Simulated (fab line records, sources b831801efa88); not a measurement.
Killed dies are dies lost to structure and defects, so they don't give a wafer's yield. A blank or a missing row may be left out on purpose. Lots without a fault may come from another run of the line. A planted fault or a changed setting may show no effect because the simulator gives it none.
Which tool did it? | flow sky130 | 6 lots, 18 wafers sampled, at 2 steps of a route of 708

WHAT THE GAUGES READ, wafer by wafer
SKY_CONTACT_CD_MEAS_14: target cd 170 nm.
lot  | measured     | on        | cd_nm (nm)
L114 | day 32 10:06 | cd_sem-02 | 170.7 168.9 170.1
L117 | day 33 04:38 | cd_sem-02 | 171.6 170.6 170.9
L119 | day 34 11:04 | cd_sem-02 | 168.7 169.0 169.2
L127 | day 36 06:02 | cd_sem-02 | 169.8 168.4 170.5
L131 | day 37 13:14 | cd_sem-01 | 168.0 168.0 169.1
L133 | day 37 23:52 | cd_sem-02 | 170.2 170.7 170.5

WHICH TOOL RAN EACH LOT (tool, then ch and the chambers of the sampled wafers, then the start)
lot  | SKY_CONTACT_CVD_00
L114 | pecvd-02 ch 1,2, day 31 07:02
L117 | pecvd-04 ch 0,1, day 32 01:24
L119 | pecvd-02 ch 1,2, day 33 08:23
L127 | pecvd-02 ch 1,2, day 35 02:59
L131 | pecvd-04 ch 1,2, day 36 11:12
L133 | pecvd-02 ch 0,2, day 36 21:55
- SKY_CONTACT_CVD_00: deposits Si3N4, target thk 75 nm.

THE ANSWER, worked out from the rows above alone
Rule: what is usual is taken from the lots themselves. Put in order of their means at a reading, lots are off if they are a third of the lots or fewer, leave a main group of 4 or more, and stand apart from it by a gap of 3 or more times the standard deviation of the main group's means; of several such gaps the widest counts. A main group whose means are all the same, to the digits that the tables above print for the reading, isn't used. A lot without any number at a reading at which 4 lots or more have one is off too. The other lots that the step has rows for count as sound.
No lot is off at any reading shown: from this, nothing can be told.

WHAT THE SIMULATOR HAD PUT IN
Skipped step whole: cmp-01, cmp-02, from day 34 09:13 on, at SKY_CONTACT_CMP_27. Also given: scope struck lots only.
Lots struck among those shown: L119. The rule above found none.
